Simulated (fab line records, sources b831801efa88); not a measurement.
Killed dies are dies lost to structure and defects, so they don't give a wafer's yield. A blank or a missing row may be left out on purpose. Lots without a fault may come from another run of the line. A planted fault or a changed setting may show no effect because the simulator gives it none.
fab line records | flow gf180mcu
record lots=5 wafers=15 last_day=34
route steps=602 shown HV_LDD@186
lots that met no fault: from a run of the same line without faults
start_h: hours from the record's first day to the start of the lot's first wafer shown | wait_h: hours since the lot's step before | " the same as in the row above | L1.1+2: a row that stands for several wafers | - no value, or no start given | * or withheld: withheld | < > ~ a bound
route shown NAME@n: a module of which the file shows steps, and the number in the route of the first | usual: mean/standard deviation of fault-free wafers | same: alike in all rows | chamber/n: place in a boat | sites: the reading at each site | _std_site: their standard deviation | _edge_site: outer sites' mean less inner sites' | radius_mm: how far each site lies from the wafer's centre | mask NAME#n: copy n | behind: the tool/chamber that last shaped the wafer | hold: why the lot was held/for how many hours/how that ended | device: the transistor (n, p or np) that didn't switch | end of line: the same wafers' tests at the end of the route | a step without rows: its recipe alone | killed: dies lost to structure and defects at the first sort, not the wafer's yield | map: a wafer's dies, x killed, . not, _ none there
set.NAME: the setting as run; set.NAME@STEP: as run at that earlier step | model.NAME: the simulator's own value behind a step, which no gauge read
lots at some steps of the route; a table a step, a row a wafer
services: from which hour (start_h, from the record's first day; less than 0 if before it) a tool's chamber was out of use, for how many hours, and why
## steps
# step GF_HV_LDD_STRIP_10
# recipe chemistry=O2/N2 power_w=1400 pressure_mtorr=1500 platen_temp_c=250 o2_flow_sccm=3000 n2_flow_sccm=300 overash_fraction=0.5
# usual drypump_motor_current_A=6.0/0.38 heater_power_w=333/48 oes_product_au=0.715/0.0046 platen_temp_c=249.98/0.17 strip_time_to_endpoint_s=12.63/0.039
# columns lot.wafer tool chamber start_h wait_h drypump_motor_current_A heater_power_w oes_product_au platen_temp_c rf_hours_counter_h strip_time_to_endpoint_s
L082.1 plasma_asher-01 0 273.66 0.1 5.8 304 0.713 250.30 17 12.58
L082.3 " 0 " " 5.8 309 0.712 249.95 - 12.60
L082.6 " 1 " " 6.5 304 0.711 249.98 - 12.66
L081.2 plasma_asher-03 1 273.96 0.1 5.4 257 0.714 249.83 62 12.71
L081.3 " 1 " " 5.4 256 0.718 249.92 - 12.67
L081.4 " 0 " " 6.0 428 0.717 249.83 - 12.65
L091.2 plasma_asher-02 1 341.82 0.1 5.7 351 0.716 250.10 55 12.57
L091.3 " 1 " " 5.7 347 0.712 249.99 - 12.59
L091.4 " 0 " " 6.2 355 0.709 250.19 - 12.60
L093.2 plasma_asher-03 0 356.47 0.1 6.0 433 0.722 249.68 72 12.65
L093.4 " 1 " " 5.4 262 0.719 250.04 - 12.64
L093.6 " 1 " " 5.4 256 0.713 249.95 - 12.61
L096.1 plasma_asher-02 1 379.96 0.1 5.7 351 0.723 250.23 59 12.65
L096.3 " 1 " " 5.7 340 0.717 249.91 - 12.62
L096.6 " 1 " " 5.7 347 0.723 250.15 - 12.65
# step GF_HV_LDD_TW_MEAS_11
# usual HV_LDD_TW=2414/19
# columns lot.wafer tool chamber start_h wait_h HV_LDD_TW
L082.1 film_metro-01 - 273.76 0.1 2402
L082.3 " - " " 2393
L082.6 " - " " 2402
L081.2 film_metro-03 - 274.07 0.1 2380
L081.3 " - " " 2363
L081.4 " - " " 2378
L091.2 film_metro-03 - 341.93 0.1 2408
L091.3 " - " " 2406
L091.4 " - " " 2397
L093.2 film_metro-03 - 356.58 0.1 2409
L093.4 " - " " 2415
L093.6 " - " " 2400
L096.1 film_metro-03 - 380.06 0.1 2400
L096.3 " - " " 2409
L096.6 " - " " 2415
# step GF_HV_LDD_DEHYDRATE_12
# recipe temp_c=200 time_s=60
# columns lot.wafer tool chamber start_h wait_h
L082.1+3+6 litho_track-04 0 282.91 9.1
L081.2+3+4 litho_track-02 0 283.58 9.5
L091.2+3+4 litho_track-02 0 351.88 9.9
L093.2+4+6 litho_track-04 0 366.53 9.9
L096.1+3+6 litho_track-02 0 391.05 11.0
# step GF_HV_LDD_HMDS_13
# recipe prime_time_s=60 prime_temp_c=120
# columns lot.wafer tool chamber start_h wait_h
L082.1+3+6 litho_track-04 0 283.06 0.1
L081.2+3+4 litho_track-02 0 283.73 0.1
L091.2+3+4 litho_track-02 0 352.03 0.1
L093.2+4+6 litho_track-04 0 366.68 0.1
L096.1+3+6 litho_track-02 0 391.20 0.1
# step GF_HV_LDD_COAT_14
# recipe resist=NOVOLAK spin_rpm=3000 resist_thk_nm=1000
# usual spin_speed_rpm=2999.7/2.1
# columns lot.wafer tool chamber start_h wait_h spin_speed_rpm
L082.1 litho_track-04 0 283.21 0.1 2999.3
L082.3 " 0 " " 3000.3
L082.6 " 0 " " 3000.2
L081.2 litho_track-02 0 283.88 0.1 2998.9
L081.3 " 0 " " 2995.0
L081.4 " 0 " " 3000.0
L091.2 litho_track-02 0 352.18 0.1 3002.8
L091.3 " 0 " " 2996.7
L091.4 " 0 " " 3002.3
L093.2 litho_track-04 0 366.83 0.1 2998.4
L093.4 " 0 " " 2999.4
L093.6 " 0 " " 2999.8
L096.1 litho_track-02 0 391.35 0.1 2995.9
L096.3 " 0 " " 2997.9
L096.6 " 0 " " 3003.5
# step GF_HV_LDD_SOFTBAKE_15
# recipe temp_c=88.86 time_s=60 resist=NOVOLAK
# columns lot.wafer tool chamber start_h wait_h
L082.1+3+6 litho_track-04 0 283.36 0.1
L081.2+3+4 litho_track-02 0 284.03 0.1
L091.2+3+4 litho_track-02 0 352.33 0.1
L093.2+4+6 litho_track-04 0 366.98 0.1
L096.1+3+6 litho_track-02 0 391.50 0.1
# step GF_HV_LDD_EXPOSE_16
# recipe mask_id=Pplus_LV_AREA target_cd_nm=400 na=0.6 source_shape=conventional sigma_outer=0.6 dose_mj=140
# usual exposure_dose_mJ_cm2=140.02/0.17 stage_vel_mm_s=500.09/0.22
# same na=0.6
# columns lot.wafer tool chamber start_h wait_h mask exposure_dose_mJ_cm2 stage_vel_mm_s
L082.1 iline_stepper-01 0 - - Pplus_LV_AREA#0 140.17 500.00
L082.3 " 0 " " Pplus_LV_AREA#0 139.88 500.13
L082.6 " 0 " " Pplus_LV_AREA#0 139.71 500.44
L081.2 iline_stepper-02 0 - - Pplus_LV_AREA#0 139.92 499.83
L081.3 " 0 " " Pplus_LV_AREA#0 139.90 500.24
L081.4 " 0 " " Pplus_LV_AREA#0 139.98 500.33
L091.2 iline_stepper-01 0 - - Pplus_LV_AREA#0 140.16 500.02
L091.3 " 0 " " Pplus_LV_AREA#0 140.04 500.14
L091.4 " 0 " " Pplus_LV_AREA#0 140.16 500.09
L093.2 iline_stepper-02 0 - - Pplus_LV_AREA#0 139.94 499.76
L093.4 " 0 " " Pplus_LV_AREA#0 139.92 499.90
L093.6 " 0 " " Pplus_LV_AREA#0 140.11 500.45
L096.1 iline_stepper-02 0 - - Pplus_LV_AREA#0 140.27 499.79
L096.3 " 0 " " Pplus_LV_AREA#0 139.96 499.79
L096.6 " 0 " " Pplus_LV_AREA#0 140.22 499.90
# step GF_HV_LDD_PEB_17
# recipe temp_c=withheld time_s=* resist=NOVOLAK
# columns lot.wafer tool chamber start_h wait_h
L082.1+3+6 litho_track-04 0 - -
L081.2+3+4 litho_track-03 0 - -
L091.2+3+4 litho_track-04 0 - -
L093.2+4+6 litho_track-03 0 - -
L096.1+3+6 litho_track-02 0 - -
# step GF_HV_LDD_DEVELOP_18
# recipe develop_time_s=60 dev_temp_c=23
# columns lot.wafer tool chamber start_h wait_h
L082.1+3+6 litho_track-04 0 293.51 0.1
L081.2+3+4 litho_track-03 0 293.95 0.1
L091.2+3+4 litho_track-04 0 363.23 0.1
L093.2+4+6 litho_track-03 0 378.15 0.1
L096.1+3+6 litho_track-02 0 402.35 0.1
# step GF_HV_LDD_CD_MEAS_19
# recipe target_cd_nm=400
# usual cd_nm=399.6/2.5
# columns lot.wafer tool chamber start_h wait_h cd_nm
L082.1 cd_sem-02 - 293.66 0.1 397.1
L082.3 " - " " 399.9
L082.6 " - " " 397.9
L081.2 cd_sem-02 - 294.10 0.1 401.7
L081.3 " - " " 400.8
L081.4 " - " " 399.4
L091.2 cd_sem-02 - 363.38 0.1 399.1
L091.3 " - " " 399.4
L091.4 " - " " 399.4
L093.2 cd_sem-01 - 378.29 0.1 398.5
L093.4 " - " " 398.4
L093.6 " - " " 399.0
L096.1 cd_sem-01 - 402.50 0.1 399.8
L096.3 " - " " 396.9
L096.6 " - " " 398.7
# step GF_HV_LDD_OVL_MEAS_20
# usual HV_LDD_01_OVL=0.2/1.2
# columns lot.wafer tool chamber start_h wait_h HV_LDD_01_OVL[nm]
L082.1 overlay-02 - 293.78 0.1 -1.1
L082.3 " - " " 0.0
L082.6 " - " " 0.6
L081.2 overlay-02 - 294.20 0.1 2.2
L081.3 " - " " 0.5
L081.4 " - " " 1.9
L091.2 overlay-01 - 363.49 0.1 -0.7
L091.3 " - " " 0.1
L091.4 " - " " 0.8
L093.2 overlay-01 - 378.40 0.1 0.1
L093.4 " - " " -0.5
L093.6 " - " " -0.5
L096.1 overlay-02 - 402.62 0.1 -0.7
L096.3 " - " " 1.1
L096.6 " - " " 0.4
# step GF_HV_LDD_IMPLANT_21
# recipe species=BF2 energy_kev=25 dose_cm2=5e+13 tilt_deg=7
# columns lot.wafer tool chamber start_h wait_h
L082.1+3+6 implanter-03 0 293.82 0.0
L081.2+3+4 implanter-01 0 294.26 0.0
L091.2+3+4 implanter-02 0 363.54 0.0
L093.2+4+6 implanter-02 0 378.46 0.0
L096.1+3+6 implanter-02 0 402.66 0.0
## services
# columns tool chamber start_h hours kind
plasma_asher-01 - 256.35 0.7 repair
implanter-03 - 257.49 3.4 pm
plasma_asher-03 - 258.49 3.5 repair
litho_track-04 - 258.72 - consumable_replace:filter
plasma_asher-02 - 269.59 23.2 repair
implanter-01 - 283.38 3.3 repair
iline_stepper-02 - 289.35 1.7 pm
plasma_asher-02 - 292.77 4.9 pm
iline_stepper-01 - 295.38 1.7 pm
iline_stepper-01 0 297.56 - calibration
plasma_asher-02 - 324.30 2.4 repair
implanter-02 - 327.62 2.5 repair
implanter-01 - 329.48 3.0 repair
implanter-02 - 343.14 4.4 pm
iline_stepper-02 0 348.20 - calibration
iline_stepper-02 - 349.79 2.1 pm
iline_stepper-02 - 351.88 - consumable_replace:lamp
plasma_asher-02 - 381.37 5.9 repair
plasma_asher-02 - 387.23 2.8 pm
## key
fault none
